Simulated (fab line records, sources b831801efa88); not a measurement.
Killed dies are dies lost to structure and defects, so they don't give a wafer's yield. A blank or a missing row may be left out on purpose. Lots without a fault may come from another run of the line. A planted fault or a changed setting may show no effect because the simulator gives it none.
A struck lot beside a sound one | flow gf180mcu | 29 steps out of a route of 602
Sound: wafers L258.2, L258.4, L258.6. Struck: wafers L264.1, L264.2, L264.5. The cause comes at the end.
At each step with rows: each side's tool, then ch and its chambers, then its first start. Under that, the readings that differ: sound wafers | struck wafers | difference of the means | sigmas: that difference in standard deviations of wafers without a fault.
alike: readings whose means differ by less than 2 such deviations, and words and numbers that are the same on both sides. not compared: withheld readings, readings that some wafer has no value for, bounds like >300 that may hide the same value, and numbers for which the record gives no deviation and whose values overlap.
The two part at a step that has a row with sigmas, a row that says differs or no value, or rows on one side only. Numbers that don't overlap but have no deviation are shown without sigmas and don't part them. A reading that every wafer of one side lacks parts them only if that side has two wafers or more.

GF_STI_BOW_MEAS_00:
  sound on film_metro-04, day 2 01:01; struck on film_metro-03, day 3 07:00
  alike: INCOMING_BOW
GF_STI_OXIDATION_01: stabilise 600 s, purge 300 s, target thk 10 nm.
  sound on furnace-02 ch 0, day 2 01:07; struck on furnace-02 ch 0, day 3 07:07
  reading                                    | sound            | struck            | difference | sigmas
  model.SiO2_of_STI_OXIDATION_01.thk_nm (nm) | 10.24 10.46 10.3 | 11.38 11.28 11.52 | +1.06      |
  alike: spike_tc_upper_C, tube_center_temp_C_max
GF_STI_THK_MEAS_02:
  sound on film_metro-03, day 2 02:31; struck on film_metro-04, day 3 08:44
  reading                | sound             | struck            | difference | sigmas
  STI_OXIDATION_THK (nm) | 10.23 10.45 10.32 | 11.41 11.31 11.53 | +1.08      | +5
  not compared: hold
GF_STI_THK_MEAS_04:
  sound on film_metro-02, day 2 05:34; struck on film_metro-03, day 3 14:09
  reading             | sound             | struck            | difference | sigmas
  STI_CVD_03_THK (nm) | 211.9 211.9 211.0 | 205.3 204.4 205.8 | -6.4       | -3
then, 7 steps without rows for these wafers: GF_STI_DEHYDRATE_05 (time 60 s); GF_STI_HMDS_06 (prime time 60 s); GF_STI_COAT_07 (resist thk 700 nm); GF_STI_SOFTBAKE_08 (time 60 s); GF_STI_EXPOSE_09 (exposes mask COMP, target cd 220 nm); GF_STI_PEB_10 (peb time 90 s); GF_STI_DEVELOP_11 (develop time 60 s).
GF_STI_CD_MEAS_12: target cd 220 nm.
  sound on cd_sem-01, day 2 17:55; struck on cd_sem-02, day 3 23:23
  alike: cd_nm
GF_STI_ETCH_13: etches the open film in CHF3/O2, stops on Si, target depth 282.31 nm, time 112.9 s.
  sound on rie_diel-01 ch 2,3, day 2 18:01; struck on rie_diel-03 ch 1,2,3, day 3 23:31
  alike: drypump_motor_current_A, oes_product_au, throttle_valve_pct
  not compared: rf_hours_counter_h
GF_STI_ETCH_14: etches Si in HBr/Cl2/O2, target depth 360 nm, time 102.9 s.
  sound on rie_si-02 ch 0,1,2, day 2 18:05; struck on rie_si-02 ch 0,1, day 3 23:35
  alike: drypump_motor_current_A, oes_product_au, throttle_valve_pct
  not compared: rf_hours_counter_h
GF_STI_STRIP_15: strips in O2/N2.
  sound on plasma_asher-02 ch 0,1, day 2 18:10; struck on plasma_asher-02 ch 0,1, day 3 23:40
  alike: drypump_motor_current_A, heater_power_w, o2_flow_sccm, oes_product_au, strip_time_to_endpoint_s
  not compared: rf_hours_counter_h
then, 6 steps without rows for these wafers: GF_STI_CLEAN_16 (cleans in dHF, time 25 s); GF_STI_WET_ETCH_17 (etches Si3N4 in H3PO4, target depth 45 nm, time 514 s); GF_STI_CLEAN_18 (cleans in SC1/SC2, time 150 s); GF_STI_CLEAN_19 (cleans in dHF, time 20 s); GF_STI_WET_ETCH_20 (etches SiO2 in dHF, target depth 20 nm, time 400 s); GF_STI_OXIDATION_21 (stabilise 600 s, purge 300 s, target thk 15 nm).
GF_STI_THK_MEAS_22:
  sound on film_metro-02, day 2 19:46; struck on film_metro-03, day 4 01:26
  reading                   | sound             | struck            | difference | sigmas
  STI_OXIDATION_01_THK (nm) | 14.66 14.86 14.83 | 15.43 15.38 15.56 | +0.67      | +2
then, 1 step without rows for these wafers: GF_STI_CVD_23 (deposits SiO2, target thk 650 nm, time 108.3 s).
GF_STI_THK_MEAS_24:
  sound on film_metro-04, day 2 19:56; struck on film_metro-04, day 4 01:34
  alike: STI_CVD_23_THK
GF_STI_CMP_25: polishes, stops on Si3N4, t overpolish 33 s, target thk 524.6 nm.
  sound on cmp-02 ch 1,3, day 2 19:59; struck on cmp-01 ch 1,2, day 4 01:38
  alike: motor_current_A, platen_rpm, slurry_filter_dp_kPa
then, 1 step without rows for these wafers: GF_STI_WET_ETCH_26 (etches SiO2 in dHF, target depth 94 nm, time 188 s).
GF_STI_WET_ETCH_27: etches Si3N4 in H3PO4, target depth 160 nm, time 1825 s.
  sound on wet_bench-02 ch 3, day 2 20:21; struck on wet_bench-03 ch 1, day 4 01:59
  reading                                    | sound             | struck            | difference | sigmas
  model.SiO2_of_STI_OXIDATION_01.thk_nm (nm) | 10.17 10.39 10.23 | 11.31 11.21 11.45 | +1.06      |
  alike: temp_c
then, 1 step without rows for these wafers: GF_STI_WET_ETCH_28 (etches SiO2 in dHF, target depth 20 nm, time 40 s).
-- the record jumps here: 28 days lie between the struck wafers' starts before and after (it left off in module STI and takes up again in module PASSIVATION, whose first step shown is number 602 of the route) --
GF_PASSIVATION_PROBE_99:
  the record has rows for the struck wafers here (prober-01, day 32 00:10) and none for the sound ones

WHERE THEY PART
First at GF_STI_THK_MEAS_02; last, within this record, at GF_PASSIVATION_PROBE_99.

WHY: what the simulator had put in
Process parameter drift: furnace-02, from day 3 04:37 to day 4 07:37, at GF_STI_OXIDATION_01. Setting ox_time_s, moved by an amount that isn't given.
